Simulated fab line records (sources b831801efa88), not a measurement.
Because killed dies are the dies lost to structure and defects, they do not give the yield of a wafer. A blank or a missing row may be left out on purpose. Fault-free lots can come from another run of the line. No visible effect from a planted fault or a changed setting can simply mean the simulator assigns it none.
Shared-tool check ; flow gf180mcu ; Lots sampled 13, wafers sampled 39

== THE REASON FOR OPENING IT ==
GF_HV_LDD_TW_MEAS_23, reading HV_LDD_2_TW: flagged on 2 of 13 lots. No-fault wafers: 1053, standard deviation 4.7.
Rule: a lot gets a flag if all its wafers with a number sit over 4 standard deviations from that mean, or if no wafer of it has a number. All remaining lots are regarded as sound.

lot;measured;on;HV_LDD_2_TW, wafer by wafer;flag
L849;day 11 06:19;filmMetro-04;1056 1061 1060;
L851;day 12 03:50;filmMetro-01;1050 1051 1057;
L852;day 12 06:28;filmMetro-04;1051 1051 1054;
L856;day 13 07:50;filmMetro-01;1133 1138 1134;FLAGGED
L857;day 13 13:48;filmMetro-01;1125 1135 1126;FLAGGED
L862;day 15 04:10;filmMetro-04;1057 1051 1053;
L864;day 15 19:29;filmMetro-01;1055 1055 1055;
L865;day 16 09:17;filmMetro-01;1040 1053 1050;
L866;day 16 15:31;filmMetro-01;1054 1052 1051;
L867;day 16 19:25;filmMetro-04;1058 1056 1056;
L868;day 17 00:22;filmMetro-01;1053 1045 1052;
L870;day 17 20:17;filmMetro-03;1053 1053 1057;
L871;day 18 02:38;filmMetro-01;1056 1043 1043;
The numbers of the flagged lots are 1132 on average: +79 against the usual, or +17 standard deviations.

== TOOL THAT RAN EACH LOT ==
2 process steps preceding the reading are held in the record, out of 602 steps in the route. Every cell lists first the tool, next ch and the chambers used by the sampled wafers, and last the start.
lot;flag;GF_HV_LDD_IMPLANT_21;GF_HV_LDD_STRIP_22
L849;;implanter-01 ch 0, day 11 06:04;plasmaAsher-03 ch 0,1, day 11 06:13
L851;;implanter-03 ch 0, day 12 03:35;plasmaAsher-03 ch 0,1, day 12 03:43
L852;;implanter-04 ch 0, day 12 06:13;plasmaAsher-03 ch 0,1, day 12 06:21
L856;FLAGGED;implanter-04 ch 0, day 13 07:37;plasmaAsher-01 ch 0,1, day 13 07:45
L857;FLAGGED;implanter-04 ch 0, day 13 13:33;plasmaAsher-01 ch 1, day 13 13:42
L862;;implanter-01 ch 0, day 15 03:55;plasmaAsher-01 ch 0,1, day 15 04:04
L864;;implanter-01 ch 0, day 15 19:14;plasmaAsher-02 ch 0,1, day 15 19:22
L865;;implanter-01 ch 0, day 16 09:02;plasmaAsher-01 ch 1, day 16 09:11
L866;;implanter-01 ch 0, day 16 15:16;plasmaAsher-03 ch 0,1, day 16 15:25
L867;;implanter-04 ch 0, day 16 19:10;plasmaAsher-03 ch 0,1, day 16 19:19
L868;;implanter-01 ch 0, day 17 00:07;plasmaAsher-03 ch 0,1, day 17 00:16
L870;;implanter-04 ch 0, day 17 20:02;plasmaAsher-01 ch 0,1, day 17 20:10
L871;;implanter-03 ch 0, day 18 02:23;plasmaAsher-02 ch 0,1, day 18 02:31
What these steps do:
- GF_HV_LDD_IMPLANT_21
- GF_HV_LDD_STRIP_22: strips in O2/N2.
- GF_HV_LDD_TW_MEAS_23

== FLAGGED AGAINST TOTAL, ONE TOOL AT A TIME (gauges that did the reading follow at the end) ==
step;tool;lots run;flagged;share of the flagged lots;sound lots run after its first flagged lot
GF_HV_LDD_IMPLANT_21;implanter-01;6;0;none;-
GF_HV_LDD_IMPLANT_21;implanter-03;2;0;none;-
GF_HV_LDD_IMPLANT_21;implanter-04;5;2;all;2 (L867,L870)
GF_HV_LDD_STRIP_22;plasmaAsher-01;5;2;all;3 (L862,L865,L870)
GF_HV_LDD_STRIP_22;plasmaAsher-02;2;0;none;-
GF_HV_LDD_STRIP_22;plasmaAsher-03;6;0;none;-
GF_HV_LDD_TW_MEAS_23;filmMetro-01;8;2;all;5 (L864,L865,L866,L868,L871)
GF_HV_LDD_TW_MEAS_23;filmMetro-03;1;0;none;-
GF_HV_LDD_TW_MEAS_23;filmMetro-04;4;0;none;-

== WHAT IS ALLOWED BY THE TABLE ==
3 rows of the table ran every flagged lot: implanter-04 at GF_HV_LDD_IMPLANT_21, plasmaAsher-01 at GF_HV_LDD_STRIP_22, filmMetro-01 at GF_HV_LDD_TW_MEAS_23.
- implanter-04 at GF_HV_LDD_IMPLANT_21 ran 5 lots, 2 of them flagged. Sound lots followed the first flagged one (L867, L870) on it, something a lasting fault affecting the whole tool could not allow. Its own readings (beamEnergyKeV) fall more than 4 standard deviations out on all wafers of the flagged lots.
- plasmaAsher-01 at GF_HV_LDD_STRIP_22 ran 5 lots, 2 of them flagged. Sound lots followed the first flagged one (L862, L865, L870) on it, something a lasting fault affecting the whole tool could not allow.
- filmMetro-01 at GF_HV_LDD_TW_MEAS_23 ran 8 lots, 2 of them flagged. Sound lots followed the first flagged one (L864, L865, L866, L868, L871) on it, something a lasting fault affecting the whole tool could not allow.
Every row of the table either missed a flagged lot or ran a sound lot after the first.

== WHAT HAD BEEN PUT IN BY THE SIMULATOR ==
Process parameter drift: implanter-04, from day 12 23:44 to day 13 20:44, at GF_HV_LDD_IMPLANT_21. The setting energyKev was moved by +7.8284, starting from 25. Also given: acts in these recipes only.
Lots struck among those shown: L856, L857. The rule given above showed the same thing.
